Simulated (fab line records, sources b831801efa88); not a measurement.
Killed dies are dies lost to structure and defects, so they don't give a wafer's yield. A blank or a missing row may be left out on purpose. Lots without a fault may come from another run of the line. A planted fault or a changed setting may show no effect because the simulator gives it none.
fab line records | flow sky130
record lots=5 wafers=15 last_day=49
route steps=708 shown VIA2@513 METAL3@532 CAPM@537
lots that met no fault: from a run of the same line without faults
start_h: hours from the record's first day to the start of the lot's first wafer shown | wait_h: hours since the lot's step before | " the same as in the row above | L1.1+2: a row that stands for several wafers | - no value, or no start given | * or withheld: withheld | < > ~ a bound
route shown NAME@n: a module of which the file shows steps, and the number in the route of the first | usual: mean/standard deviation of fault-free wafers | same: alike in all rows | chamber/n: place in a boat | sites: the reading at each site | _std_site: their standard deviation | _edge_site: outer sites' mean less inner sites' | radius_mm: how far each site lies from the wafer's centre | mask NAME#n: copy n | behind: the tool/chamber that last shaped the wafer | hold: why the lot was held/for how many hours/how that ended | device: the transistor (n, p or np) that didn't switch | end of line: the same wafers' tests at the end of the route | a step without rows: its recipe alone | killed: dies lost to structure and defects at the first sort, not the wafer's yield | map: a wafer's dies, x killed, . not, _ none there
set.NAME: the setting as run; set.NAME@STEP: as run at that earlier step | model.NAME: the simulator's own value behind a step, which no gauge read
lots at some steps of the route; a table a step, a row a wafer
services: from which hour (start_h, from the record's first day; less than 0 if before it) a tool's chamber was out of use, for how many hours, and why
## steps
# step SKY_VIA2_COAT_06
# recipe resist=BARC temp_c=withheld time_s=withheld spin_rpm=3000 resist_thk_nm=60
# columns lot.wafer tool chamber start_h wait_h
L077.2+3+5 litho_track-04 0 854.78 0.1
L080.2+3+5 litho_track-02 0 891.69 0.1
L081.2+3+5 litho_track-01 0 898.79 0.1
L090.1+3+5 litho_track-01 0 957.36 0.1
L092.1+2+3 litho_track-02 0 968.01 0.1
# step SKY_VIA2_COAT_07
# recipe resist=KrF-thick spin_rpm=3000 resist_thk_nm=450
# columns lot.wafer tool chamber start_h wait_h
L077.2+3+5 litho_track-04 0 - -
L080.2+3+5 litho_track-02 0 - -
L081.2+3+5 litho_track-01 0 - -
L090.1+3+5 litho_track-01 0 - -
L092.1+2+3 litho_track-02 0 - -
# step SKY_VIA2_SOFTBAKE_08
# recipe temp_c=100 time_s=90 resist=KrF-thick
# columns lot.wafer tool chamber start_h wait_h
L077.2+3+5 litho_track-04 0 - -
L080.2+3+5 litho_track-02 0 - -
L081.2+3+5 litho_track-01 0 - -
L090.1+3+5 litho_track-01 0 - -
L092.1+2+3 litho_track-02 0 - -
# step SKY_VIA2_EXPOSE_09
# recipe mask_id=VIM2 na=0.8 source_shape=annular sigma_inner=0.55 sigma_outer=0.85 target_cd_nm=200 dose_mj=38
# usual reticle_temp_C=23.00/0.096
# columns lot.wafer tool chamber start_h wait_h mask reticle_temp_C
L077.2 krf_scanner-01 0 - - VIM2#0 22.78
L077.3 " 0 " " VIM2#0 22.98
L077.5 " 0 " " VIM2#0 22.95
L080.2 krf_scanner-01 0 - - VIM2#0 23.00
L080.3 " 0 " " VIM2#0 22.80
L080.5 " 0 " " VIM2#0 22.93
L081.2 krf_scanner-01 0 - - VIM2#0 22.90
L081.3 " 0 " " VIM2#0 22.94
L081.5 " 0 " " VIM2#0 23.03
L090.1 krf_scanner-01 0 - - VIM2#0 23.03
L090.3 " 0 " " VIM2#0 22.86
L090.5 " 0 " " VIM2#0 23.01
L092.1 krf_scanner-02 0 - - VIM2#0 23.00
L092.2 " 0 " " VIM2#0 23.13
L092.3 " 0 " " VIM2#0 23.05
# step SKY_VIA2_PEB_10
# recipe peb_temp_c=withheld peb_time_s=withheld resist=KrF-thick
# columns lot.wafer tool chamber start_h wait_h
L077.2+3+5 litho_track-02 0 - -
L080.2+3+5 litho_track-04 0 - -
L081.2+3+5 litho_track-02 0 - -
L090.1+3+5 litho_track-02 0 - -
L092.1+2+3 litho_track-04 0 - -
# step SKY_VIA2_DEVELOP_11
# recipe develop_time_s=60 resist=KrF-thick dev_temp_c=21
# columns lot.wafer tool chamber start_h wait_h
L077.2+3+5 litho_track-02 0 - -
L080.2+3+5 litho_track-04 0 - -
L081.2+3+5 litho_track-02 0 - -
L090.1+3+5 litho_track-02 0 - -
L092.1+2+3 litho_track-04 0 - -
# step SKY_VIA2_CD_MEAS_12
# recipe target_cd_nm=200
# usual cd_nm=200.0/1.5
# columns lot.wafer tool chamber start_h wait_h cd_nm
L077.2 cd_sem-01 - 868.28 - 201.0
L077.3 " - " " 199.2
L077.5 " - " " 201.0
L080.2 cd_sem-01 - 904.93 - 201.5
L080.3 " - " " 201.5
L080.5 " - " " 202.3
L081.2 cd_sem-01 - 912.25 - 197.6
L081.3 " - " " 197.5
L081.5 " - " " 197.2
L090.1 cd_sem-02 - 970.66 - 200.6
L090.3 " - " " 199.1
L090.5 " - " " 200.1
L092.1 cd_sem-02 - 979.31 - 201.1
L092.2 " - " " 199.6
L092.3 " - " " 200.8
# step SKY_VIA2_OVL_MEAS_13
# usual VIA2_OVL=1/5.5
# columns lot.wafer tool chamber start_h wait_h VIA2_OVL[nm]
L077.2 overlay-02 - 868.39 0.1 6
L077.3 " - " " 3
L077.5 " - " " 4
L080.2 overlay-02 - 905.03 0.1 2
L080.3 " - " " 2
L080.5 " - " " -1
L081.2 overlay-01 - 912.35 0.1 7
L081.3 " - " " 7
L081.5 " - " " 7
L090.1 overlay-02 - 970.78 0.1 -5
L090.3 " - " " -5
L090.5 " - " " -6
L092.1 overlay-01 - 979.43 0.1 -11
L092.2 " - " " 2
L092.3 " - " " -3
# step SKY_VIA2_ETCH_14
# recipe chemistry=N2/H2 target=BARC ion_energy_ev=200 source_w=500 bias_w=100 pressure_mtorr=30 n2_flow_sccm=100 h2_flow_sccm=200 stop_on=SiO2 time_s=45.9 target_depth_a=600
# usual drypump_motor_current_A=5.8/0.39 n2_flow_sccm=100.1/0.33 oes_product_au=0.854/0.0048 throttle_valve_pct=13.224/0.0091
# columns lot.wafer tool chamber start_h wait_h drypump_motor_current_A n2_flow_sccm oes_product_au rf_hours_counter_h throttle_valve_pct
L077.2 rie_diel-03 3 868.42 0.0 5.9 99.9 0.857 3 13.218
L077.3 " 0 " " 5.6 99.6 0.856 14 13.242
L077.5 " 3 " " 5.9 99.9 0.848 - 13.212
L080.2 rie_diel-03 3 905.06 0.0 5.9 100.0 0.854 4 13.228
L080.3 " 2 " " 6.3 100.5 0.861 10 13.218
L080.5 " 3 " " 5.9 100.7 0.845 - 13.215
L081.2 rie_diel-01 0 912.38 0.0 5.2 100.2 0.852 28 13.232
L081.3 " 2 " " 6.1 99.7 0.852 6 13.230
L081.5 " 3 " " 6.1 100.2 0.838 - 13.221
L090.1 rie_diel-02 1 970.82 0.0 5.7 100.5 0.854 16 13.230
L090.3 " 0 " " 5.8 100.1 0.851 21 13.223
L090.5 " 2 " " 5.5 100.3 0.858 - 13.207
L092.1 rie_diel-01 2 979.46 0.0 6.1 100.3 0.858 9 13.235
L092.2 " 1 " " 6.2 100.2 0.852 17 13.241
L092.3 " 0 " " 5.2 99.5 0.853 2 13.222
# step SKY_VIA2_ETCH_15
# recipe target=SiO2 chemistry=C4F8/O2/Ar target_depth_nm=546 stop_on=TiN mask_material=KrF-thick source_w=1500 bias_w=1200 pressure_mtorr=40 c4f8_flow_sccm=withheld O2_flow_sccm=6 Ar_flow_sccm=300 time_s=84
# usual oes_product_au=0.940/0.0048
# columns lot.wafer tool chamber start_h wait_h oes_product_au rf_hours_counter_h
L077.2 rie_diel-03 3 868.46 0.0 0.935 3
L077.3 " 0 " " 0.938 14
L077.5 " 3 " " 0.943 -
L080.2 rie_diel-03 3 905.10 0.0 0.943 4
L080.3 " 2 " " 0.940 10
L080.5 " 3 " " 0.938 -
L081.2 rie_diel-01 0 912.42 0.0 0.943 28
L081.3 " 2 " " 0.937 6
L081.5 " 3 " " 0.944 -
L090.1 rie_diel-02 1 970.86 0.0 0.953 16
L090.3 " 0 " " 0.935 21
L090.5 " 2 " " 0.940 -
L092.1 rie_diel-01 2 979.50 0.0 0.944 9
L092.2 " 1 " " 0.935 17
L092.3 " 0 " " 0.945 2
# step SKY_VIA2_STRIP_16
# recipe chemistry=O2/N2 power_w=1400 pressure_mtorr=1500 platen_temp_c=withheld o2_flow_sccm=3000 n2_flow_sccm=300 overash_fraction=0.5
# usual drypump_motor_current_A=5.75/0.27 n2_flow_sccm=299.9/0.85 oes_product_au=0.399/0.0048 strip_time_to_endpoint_s=4.05/0.039
# columns lot.wafer tool chamber start_h wait_h drypump_motor_current_A n2_flow_sccm oes_product_au rf_hours_counter_h strip_time_to_endpoint_s
L077.2 plasma_asher-03 0 868.52 0.0 5.50 299.3 0.398 107 4.10
L077.3 " 1 " " 5.53 299.9 0.401 - 4.10
L077.5 " 0 " " 5.48 299.1 0.398 - 4.13
L080.2 plasma_asher-02 0 905.17 0.0 5.72 301.1 0.404 45 4.14
L080.3 " 1 " " 6.26 300.3 0.407 - 4.05
L080.5 " 0 " " 5.73 301.4 0.405 - 4.11
L081.2 plasma_asher-03 0 912.49 0.0 5.49 300.1 0.398 111 4.00
L081.3 " 0 " " 5.49 300.2 0.406 - 4.00
L081.5 " 1 " " 5.58 299.9 0.398 - 4.04
L090.1 plasma_asher-03 1 970.92 0.0 5.53 299.8 0.396 117 4.04
L090.3 " 1 " " 5.53 301.6 0.396 - 4.03
L090.5 " 1 " " 5.54 300.4 0.395 - 4.06
L092.1 plasma_asher-03 1 979.57 0.0 5.51 299.7 0.399 119 4.00
L092.2 " 0 " " 5.49 299.3 0.383 119 3.98
L092.3 " 0 " " 5.50 299.6 0.400 - 3.99
# step SKY_VIA2_STRIP_17
# recipe chemistry=post_etch_residue_remover time_s=1200 temp_c=72.5
# columns lot.wafer tool chamber start_h wait_h
L077.2+3+5 wet_bench-01 3 868.62 0.1
L080.2+3+5 wet_bench-01 2 905.27 0.1
L081.2+3+5 wet_bench-02 3 912.59 0.1
L090.1+3+5 wet_bench-01 2 971.02 0.1
L092.1+2+3 wet_bench-04 1 979.67 0.1
# step SKY_VIA2_CLEAN_18
# recipe chemistry=IPA time_s=180 temp_c=25
# columns lot.wafer tool chamber start_h wait_h
L077.2+3+5 wet_bench-02 2 868.97 0.0
L080.2+3+5 wet_bench-02 3 905.61 0.0
L081.2+3+5 wet_bench-04 2 912.96 0.0
L090.1+3+5 wet_bench-04 1 971.40 0.0
L092.1+2+3 wet_bench-02 0 980.04 0.0
# step SKY_VIA2_CLEAN_19
# recipe chemistry=O3/DIW dry=n2_spin
# columns lot.wafer tool chamber start_h wait_h
L077.2+3+5 wet_bench-02 3 869.03 0.0
L080.2+3+5 wet_bench-04 2 905.67 0.0
L081.2+3+5 wet_bench-02 3 913.02 0.0
L090.1+3+5 wet_bench-02 1 971.46 0.0
L092.1+2+3 wet_bench-02 0 980.10 0.0
# step SKY_VIA2_SPUTTER_20
# recipe material=TiN target_thk_nm=20 chamber_pressure_pa=5 power_w=4000 time_s=80
# usual throttle_valve_pct=30.2/1.1
# columns lot.wafer tool chamber start_h wait_h throttle_valve_pct
L077.2 pvd_sputter-03 - 869.13 0.0 31.5
L077.3 " - " " 31.2
L077.5 " - " " 31.5
L080.2 pvd_sputter-02 - 905.76 0.0 29.7
L080.3 " - " " 30.5
L080.5 " - " " 30.1
L081.2 pvd_sputter-04 - 913.12 0.0 30.4
L081.3 " - " " 30.0
L081.5 " - " " 30.4
L090.1 pvd_sputter-03 - 971.55 0.0 32.0
L090.3 " - " " 31.4
L090.5 " - " " 31.9
L092.1 pvd_sputter-02 - 980.19 0.0 30.5
L092.2 " - " " 29.9
L092.3 " - " " 31.3
# step SKY_VIA2_CVD_21
# recipe material=W target_thk_nm=420 time_s=126.4 temp_c=400 pressure_torr=40
# usual heater_power_w=825/81
# columns lot.wafer tool chamber start_h wait_h heater_power_w
L077.2 cvd_w-01 1 869.19 0.0 892
L077.3 " 1 " " 911
L077.5 " 0 " " 728
L080.2 cvd_w-01 0 905.87 0.1 716
L080.3 " 0 " " 708
L080.5 " 0 " " 702
L081.2 cvd_w-01 0 913.22 0.1 710
L081.3 " 0 " " 713
L081.5 " 0 " " 720
L090.1 cvd_w-02 0 971.61 0.0 903
L090.3 " 1 " " 819
L090.5 " 0 " " 887
L092.1 cvd_w-01 1 980.25 0.0 851
L092.2 " 0 " " 719
L092.3 " 1 " " 886
# step SKY_VIA2_RS_MEAS_22
# recipe thk_meas_gauge=four-point-probe reads=W_of_VIA2_CVD_21+TiN_of_VIA2_SPUTTER_20
# usual VIA2_W_RS=0.276/0.0035
# columns lot.wafer tool chamber start_h wait_h VIA2_W_RS[ohm/sq]
L077.2 film_metro-02 - 869.34 0.1 0.269
L077.3 " - " " 0.270
L077.5 " - " " 0.277
L080.2 film_metro-03 - 906.11 0.2 0.277
L080.3 " - " " 0.278
L080.5 " - " " 0.280
L081.2 film_metro-03 - 913.46 0.2 0.283
L081.3 " - " " 0.280
L081.5 " - " " 0.282
L090.1 film_metro-01 - 971.74 0.1 0.279
L090.3 " - " " 0.277
L090.5 " - " " 0.280
L092.1 film_metro-02 - 980.38 0.1 0.273
L092.2 " - " " 0.278
L092.3 " - " " 0.271
# step SKY_VIA2_THK_MEAS_23
# recipe thk_meas_gauge=xrf reads=W_of_VIA2_CVD_21
# usual VIA2_W_THK=410/8.1
# columns lot.wafer tool chamber start_h wait_h VIA2_W_THK[nm]
L077.2 film_metro-02 - 869.45 0.1 427
L077.3 " - " " 426
L077.5 " - " " 413
L080.2 film_metro-03 - 906.22 0.1 407
L080.3 " - " " 402
L080.5 " - " " 398
L081.2 film_metro-03 - 913.57 0.1 399
L081.3 " - " " 403
L081.5 " - " " 403
L090.1 film_metro-01 - 971.86 0.1 400
L090.3 " - " " 407
L090.5 " - " " 401
L092.1 film_metro-02 - 980.50 0.1 414
L092.2 " - " " 410
L092.3 " - " " 418
# step SKY_VIA2_CMP_24
# recipe stop_on=SiO2 t_overpolish_s=20 down_force_psi=3.5 platen_rpm=60 target_thk_nm=0 pad_velocity_m_s=0.94248
# usual motor_current_A=10.2/0.83 overpolish_run_s=20.000/0.0083 slurry_filter_dp_kPa=13.50/0.13 time_to_endpoint_s=103/4.4
# columns lot.wafer tool chamber start_h wait_h motor_current_A overpolish_run_s slurry_filter_dp_kPa time_to_endpoint_s
L077.2 cmp-01 2 869.55 0.1 10.2 20.001 13.53 103
L077.3 " 3 " " 10.2 20.007 13.49 109
L077.5 " 1 " " 10.4 20.011 13.50 115
L080.2 cmp-01 2 906.32 0.1 9.7 20.002 13.54 99
L080.3 " 3 " " 10.9 19.993 13.54 101
L080.5 " 1 " " 10.8 20.010 13.56 109
L081.2 cmp-01 2 916.89 3.3 9.8 19.987 13.82 102
L081.3 " 3 " " 10.4 20.006 13.69 101
L081.5 " 1 " " 10.3 19.978 13.49 105
L090.3 cmp-02 3 971.92 0.0 9.8 19.995 13.37 101
L090.1 " 1 " " 11.5 20.005 13.59 104
L090.5 " 3 " " 10.5 19.999 13.51 100
L092.2 cmp-01 2 980.56 0.0 9.9 19.998 13.42 100
L092.1 " 3 " " 10.3 20.010 13.41 107
L092.3 " 0 " " 9.3 19.991 13.54 98
# step SKY_METAL3_SPUTTER_00
# recipe material=Ti target_thk_nm=15 power_w=3000 time_s=10 chamber_pressure_pa=0.4
# usual throttle_valve_pct=30.1/0.93
# columns lot.wafer tool chamber start_h wait_h throttle_valve_pct
L077.2 pvd_sputter-01 - 869.80 0.2 30.4
L077.3 " - " " 31.9
L077.5 " - " " 30.3
L080.2 pvd_sputter-04 - 906.57 0.2 28.2
L080.3 " - " " 30.4
L080.5 " - " " 28.3
L081.2 pvd_sputter-02 - 917.09 0.1 30.3
L081.3 " - " " 31.5
L081.5 " - " " 31.4
L090.1 pvd_sputter-04 - 972.22 0.1 30.2
L090.3 " - " " 29.0
L090.5 " - " " 30.5
L092.1 pvd_sputter-04 - 980.86 0.2 28.8
L092.2 " - " " 30.3
L092.3 " - " " 29.6
# step SKY_METAL3_SPUTTER_01
# recipe material=TiN target_thk_nm=20 power_w=6500 time_s=16.7 chamber_pressure_pa=0.4
# usual throttle_valve_pct=30.1/0.95
# columns lot.wafer tool chamber start_h wait_h throttle_valve_pct
L077.2 pvd_sputter-01 - 869.82 0.0 30.3
L077.3 " - " " 32.0
L077.5 " - " " 30.0
L080.2 pvd_sputter-04 - 906.59 0.0 27.9
L080.3 " - " " 30.5
L080.5 " - " " 28.0
L081.2 pvd_sputter-02 - 917.11 0.0 30.4
L081.3 " - " " 31.2
L081.5 " - " " 31.4
L090.1 pvd_sputter-04 - 972.25 0.0 30.6
L090.3 " - " " 29.1
L090.5 " - " " 30.2
L092.1 pvd_sputter-04 - 980.88 0.0 28.9
L092.2 " - " " 30.2
L092.3 " - " " 29.9
# step SKY_METAL3_SPUTTER_02
# recipe material=AlCu target_thk_nm=735 power_w=10600 time_s=39.1 chamber_pressure_pa=0.4
# usual throttle_valve_pct=30.0/0.94
# columns lot.wafer tool chamber start_h wait_h throttle_valve_pct
L077.2 pvd_sputter-01 - 869.85 0.0 30.3
L077.3 " - " " 31.9
L077.5 " - " " 30.3
L080.2 pvd_sputter-04 - 906.61 0.0 28.2
L080.3 " - " " 30.3
L080.5 " - " " 28.1
L081.2 pvd_sputter-02 - 917.14 0.0 30.3
L081.3 " - " " 31.4
L081.5 " - " " 31.3
L090.1 pvd_sputter-04 - 972.27 0.0 30.7
L090.3 " - " " 28.9
L090.5 " - " " 30.5
L092.1 pvd_sputter-04 - 980.91 0.0 29.0
L092.2 " - " " 30.3
L092.3 " - " " 29.8
# step SKY_METAL3_SPUTTER_03
# recipe material=Ti target_thk_nm=5 power_w=3000 time_s=3.3 chamber_pressure_pa=0.4
# usual throttle_valve_pct=30.1/0.94
# columns lot.wafer tool chamber start_h wait_h throttle_valve_pct
L077.2 pvd_sputter-01 - 869.89 0.0 30.3
L077.3 " - " " 31.9
L077.5 " - " " 30.2
L080.2 pvd_sputter-04 - 906.65 0.0 28.1
L080.3 " - " " 30.3
L080.5 " - " " 28.1
L081.2 pvd_sputter-02 - 917.18 0.0 30.2
L081.3 " - " " 31.3
L081.5 " - " " 31.7
L090.1 pvd_sputter-04 - 972.31 0.0 30.5
L090.3 " - " " 29.1
L090.5 " - " " 30.4
L092.1 pvd_sputter-04 - 980.95 0.0 29.1
L092.2 " - " " 30.6
L092.3 " - " " 29.6
# step SKY_METAL3_SPUTTER_04
# recipe material=TiN target_thk_nm=70 power_w=6500 time_s=58.3 chamber_pressure_pa=0.4
# usual throttle_valve_pct=30.1/0.92
# columns lot.wafer tool chamber start_h wait_h throttle_valve_pct
L077.2 pvd_sputter-01 - 869.91 0.0 30.1
L077.3 " - " " 32.0
L077.5 " - " " 30.3
L080.2 pvd_sputter-04 - 906.67 0.0 28.2
L080.3 " - " " 30.4
L080.5 " - " " 28.4
L081.2 pvd_sputter-02 - 917.20 0.0 30.0
L081.3 " - " " 31.1
L081.5 " - " " 31.3
L090.1 pvd_sputter-04 - 972.33 0.0 30.7
L090.3 " - " " 29.2
L090.5 " - " " 30.5
L092.1 pvd_sputter-04 - 980.97 0.0 28.8
L092.2 " - " " 30.6
L092.3 " - " " 30.1
# step SKY_CAPM_CVD_00
# recipe material=SiO2 target_thk_nm=15.5 temp_c=400 time_s=withheld rf_w=450
# usual heater_power_w=732/100
# columns lot.wafer tool chamber start_h wait_h heater_power_w
L077.2 pecvd-04 2 869.96 0.0 777
L077.3 " 1 " " 943
L077.5 " 1 " " 985
L080.2 pecvd-02 2 906.72 0.0 700
L080.3 " 1 " " 651
L080.5 " 0 " " 623
L081.2 pecvd-03 2 917.25 0.0 755
L081.3 " 0 " " 744
L081.5 " 2 " " 756
L090.1 pecvd-03 2 972.38 0.0 629
L090.3 " 2 " " 635
L090.5 " 2 " " 631
L092.1 pecvd-03 2 981.02 0.0 614
L092.2 " 0 " " 735
L092.3 " 0 " " 738
# step SKY_CAPM_THK_MEAS_01
# recipe reads=SiO2_of_CAPM_CVD_00
# usual CAPM_CVD_00_THK=15.51/0.22
# columns lot.wafer tool chamber start_h wait_h CAPM_CVD_00_THK[nm]
L077.2 film_metro-01 - 869.99 - 15.36
L077.3 " - " " 15.55
L077.5 " - " " 15.73
L080.2 film_metro-04 - 906.75 - 15.54
L080.3 " - " " 15.19
L080.5 " - " " 15.40
L081.2 film_metro-04 - 917.28 - 15.63
L081.3 " - " " 15.66
L081.5 " - " " 15.90
L090.1 film_metro-02 - 972.41 - 15.45
L090.3 " - " " 15.63
L090.5 " - " " 15.80
L092.1 film_metro-02 - 981.05 - 15.19
L092.2 " - " " 15.22
L092.3 " - " " 15.34
# step SKY_CAPM_SPUTTER_02
# recipe material=TiN target_thk_nm=200 temp_c=300 power_w=6500 time_s=166.7 chamber_pressure_pa=0.4
# usual throttle_valve_pct=30.5/1.2
# columns lot.wafer tool chamber start_h wait_h throttle_valve_pct
L077.2 pvd_sputter-03 - 870.04 0.0 31.8
L077.3 " - " " 31.8
L077.5 " - " " 31.7
L080.2 pvd_sputter-03 - 906.80 0.0 31.5
L080.3 " - " " 31.3
L080.5 " - " " 31.2
L081.2 pvd_sputter-04 - 917.33 0.0 28.3
L081.3 " - " " 30.2
L081.5 " - " " 30.5
L090.1 pvd_sputter-01 - 972.47 0.1 32.1
L090.3 " - " " 29.3
L090.5 " - " " 31.8
L092.1 pvd_sputter-03 - 981.11 0.1 31.6
L092.2 " - " " 31.4
L092.3 " - " " 29.3
# step SKY_CAPM_RS_MEAS_03
# recipe thk_meas_gauge=four-point-probe reads=TiN_of_CAPM_SPUTTER_02
# usual CAPM_TIN_RS=6.91/0.077
# columns lot.wafer tool chamber start_h wait_h CAPM_TIN_RS[ohm/sq]
L077.2 film_metro-02 - 870.17 0.1 6.86
L077.3 " - " " 6.85
L077.5 " - " " 6.84
L080.2 film_metro-01 - 906.93 0.1 6.82
L080.3 " - " " 6.87
L080.5 " - " " 6.94
L081.2 film_metro-02 - 917.46 0.1 6.96
L081.3 " - " " 7.00
L081.5 " - " " 6.99
L090.1 film_metro-04 - 972.58 0.1 7.13
L090.3 " - " " 7.05
L090.5 " - " " 7.08
L092.1 film_metro-01 - 981.22 0.1 6.85
L092.2 " - " " 6.90
L092.3 " - " " 6.94
# step SKY_CAPM_THK_MEAS_04
# recipe thk_meas_gauge=xrf reads=TiN_of_CAPM_SPUTTER_02
# usual CAPM_TIN_THK=197.1/2.4
# columns lot.wafer tool chamber start_h wait_h CAPM_TIN_THK[nm]
L077.2 film_metro-02 - 870.28 0.1 198.4
L077.3 " - " " 198.9
L077.5 " - " " 197.9
L080.2 film_metro-01 - 907.04 0.1 201.4
L080.3 " - " " 199.3
L080.5 " - " " 197.1
L081.2 film_metro-02 - 917.57 0.1 195.4
L081.3 " - " " 194.0
L081.5 " - " " 194.4
L090.1 film_metro-04 - 972.70 0.1 190.7
L090.3 " - " " 192.6
L090.5 " - " " 192.8
L092.1 film_metro-01 - 981.34 0.1 199.6
L092.2 " - " " 198.4
L092.3 " - " " 197.0
# step SKY_CAPM_DEHYDRATE_05
# recipe temp_c=200 time_s=60
# columns lot.wafer tool chamber start_h wait_h
L077.2+3+5 litho_track-02 0 882.19 11.9
L080.2+3+5 litho_track-02 0 918.89 11.8
L081.2+3+5 litho_track-03 0 927.71 10.1
L090.1+3+5 litho_track-03 0 982.94 10.2
L092.1+2+3 litho_track-04 0 993.46 12.1
# step SKY_CAPM_HMDS_06
# recipe prime_time_s=60 prime_temp_c=120
# usual prime_temp_c=119.98/0.14
# same prime_time_s=60
# columns lot.wafer tool chamber start_h wait_h prime_temp_c
L077.2 litho_track-02 0 882.34 0.1 119.93
L077.3 " 0 " " 119.85
L077.5 " 0 " " 119.88
L080.2 litho_track-02 0 919.04 0.1 119.92
L080.3 " 0 " " 119.84
L080.5 " 0 " " 119.88
L081.2 litho_track-03 0 927.86 0.1 119.89
L081.3 " 0 " " 119.97
L081.5 " 0 " " 119.97
L090.1 litho_track-03 0 983.09 0.1 119.89
L090.3 " 0 " " 120.01
L090.5 " 0 " " 119.92
L092.1 litho_track-04 0 993.61 0.1 120.21
L092.2 " 0 " " 119.94
L092.3 " 0 " " 120.08
# step SKY_CAPM_COAT_07
# recipe resist=NOVOLAK spin_rpm=3000 resist_thk_nm=1140
# columns lot.wafer tool chamber start_h wait_h
L077.2+3+5 litho_track-02 0 882.49 0.1
L080.2+3+5 litho_track-02 0 919.19 0.1
L081.2+3+5 litho_track-03 0 928.01 0.1
L090.1+3+5 litho_track-03 0 983.24 0.1
L092.1+2+3 litho_track-04 0 993.76 0.1
# step SKY_CAPM_SOFTBAKE_08
# recipe temp_c=90 time_s=60 resist=NOVOLAK
# columns lot.wafer tool chamber start_h wait_h
L077.2+3+5 litho_track-02 0 882.64 0.1
L080.2+3+5 litho_track-02 0 919.34 0.1
L081.2+3+5 litho_track-03 0 928.16 0.1
L090.1+3+5 litho_track-03 0 983.39 0.1
L092.1+2+3 litho_track-04 0 993.91 0.1
# step SKY_CAPM_EXPOSE_09
# recipe mask_id=CAPM na=0.6 source_shape=conventional sigma_outer=0.6 polarization=unpolarized target_cd_nm=1000 dose_mj=159
# usual reticle_temp_C=23.00/0.11
# columns lot.wafer tool chamber start_h wait_h mask reticle_temp_C
L077.2 iline_stepper-01 0 - - CAPM#0 22.86
L077.3 " 0 " " CAPM#0 22.98
L077.5 " 0 " " CAPM#0 23.02
L080.2 iline_stepper-01 0 - - CAPM#0 23.17
L080.3 " 0 " " CAPM#0 23.04
L080.5 " 0 " " CAPM#0 23.02
L081.2 iline_stepper-02 0 - - CAPM#0 23.04
L081.3 " 0 " " CAPM#0 22.97
L081.5 " 0 " " CAPM#0 23.06
L090.1 iline_stepper-02 0 - - CAPM#0 23.01
L090.3 " 0 " " CAPM#0 23.00
L090.5 " 0 " " CAPM#0 23.02
L092.1 iline_stepper-01 0 - - CAPM#0 23.12
L092.2 " 0 " " CAPM#0 23.07
L092.3 " 0 " " CAPM#0 23.23
# step SKY_CAPM_PEB_10
# recipe temp_c=withheld time_s=* resist=NOVOLAK
# columns lot.wafer tool chamber start_h wait_h
L077.2+3+5 litho_track-03 0 - -
L080.2+3+5 litho_track-04 0 - -
L081.2+3+5 litho_track-04 0 - -
L090.1+3+5 litho_track-04 0 - -
L092.1+2+3 litho_track-03 0 - -
# step SKY_CAPM_DEVELOP_11
# recipe resist=NOVOLAK developer=TMAH develop_time_s=60 dev_temp_c=23
# columns lot.wafer tool chamber start_h wait_h
L077.2+3+5 litho_track-03 0 895.06 0.1
L080.2+3+5 litho_track-04 0 930.83 0.1
L081.2+3+5 litho_track-04 0 941.63 0.1
L090.1+3+5 litho_track-04 0 995.76 0.1
L092.1+2+3 litho_track-03 0 1004.09 0.1
# step SKY_CAPM_OVL_MEAS_12
# usual CAPM_OVL=0.7/1.5
# columns lot.wafer tool chamber start_h wait_h CAPM_OVL[nm]
L077.2 overlay-02 - 895.20 0.1 -1.8
L077.3 " - " " -3.2
L077.5 " - " " -2.4
L080.2 overlay-01 - 930.96 0.1 0.9
L080.3 " - " " -0.9
L080.5 " - " " -0.7
L081.2 overlay-01 - 941.76 0.1 -1.0
L081.3 " - " " 0.9
L081.5 " - " " 1.4
L090.1 overlay-01 - 995.91 0.1 1.3
L090.3 " - " " 1.0
L090.5 " - " " 1.7
L092.1 overlay-01 - 1004.24 0.1 0.0
L092.2 " - " " 0.3
L092.3 " - " " 1.5
# step SKY_CAPM_METAL_ETCH_13
# recipe target_depth_nm=220 stop_on=SiO2 chemistry=Cl2/BCl3 target=TiN pressure_mtorr=10 icp_w=900 bias_w=48.5 Cl2_flow_sccm=60 bcl3_flow_sccm=30 time_s=62.9
# usual drypump_motor_current_A=6.0/0.41 oes_product_au=0.941/0.0078 throttle_valve_pct=21.901/0.01
# columns lot.wafer tool chamber start_h wait_h drypump_motor_current_A oes_product_au rf_hours_counter_h throttle_valve_pct
L077.2 rie_metal-02 0 895.23 0.0 5.5 0.956 4 21.896
L077.3 " 0 " " 5.5 0.947 - 21.892
L077.5 " 1 " " 6.0 0.941 - 21.902
L080.2 rie_metal-04 1 930.99 0.0 5.9 0.945 18 21.896
L080.3 " 1 " " 5.9 0.940 - 21.907
L080.5 " 0 " " 5.3 0.934 - 21.891
L081.2 rie_metal-02 1 941.79 0.0 6.0 0.938 8 21.902
L081.3 " 0 " " 5.5 0.933 - 21.902
L081.5 " 0 " " 5.5 0.932 - 21.915
L090.1 rie_metal-01 1 995.94 0.0 6.5 0.927 10 21.907
L090.3 " 0 " " 6.4 0.929 - 21.920
L090.5 " 0 " " 6.4 0.921 - 21.917
L092.1 rie_metal-04 1 1004.28 0.0 5.9 0.945 22 21.902
L092.2 " 0 " " 5.4 0.950 20 21.893
L092.3 " 1 " " 5.9 0.941 - 21.897
## services
# columns tool chamber start_h hours kind
krf_scanner-01 - 831.72 0.3 repair
krf_scanner-01 - 833.34 0.8 pm
pvd_sputter-04 - 845.37 2.5 repair
pvd_sputter-03 - 849.39 10.7 repair
rie_diel-03 2 856.12 7.4 repair
pvd_sputter-04 - 860.42 5.1 repair
rie_diel-03 1 883.77 5.0 repair
krf_scanner-01 - 890.86 1.0 pm
cvd_w-01 1 899.43 21.8 repair
rie_diel-01 1 903.49 4.0 repair
krf_scanner-01 - 903.59 1.5 repair
cmp-01 - 912.79 4.0 pm
rie_diel-01 3 913.95 4.1 repair
rie_diel-03 1 919.90 9.4 repair
pvd_sputter-01 - 920.85 1.1 repair
cmp-01 - 928.88 8.1 pm
rie_diel-03 - 935.86 2.8 pm
krf_scanner-01 - 936.58 4.0 pm
pvd_sputter-02 - 942.61 2.5 repair
krf_scanner-01 - 942.85 0.4 repair
rie_diel-03 0 957.57 21.5 repair
rie_diel-01 3 961.25 21.6 repair
cvd_w-01 - 966.35 0.6 repair
pvd_sputter-01 - 967.00 1.4 repair
## key
fault none
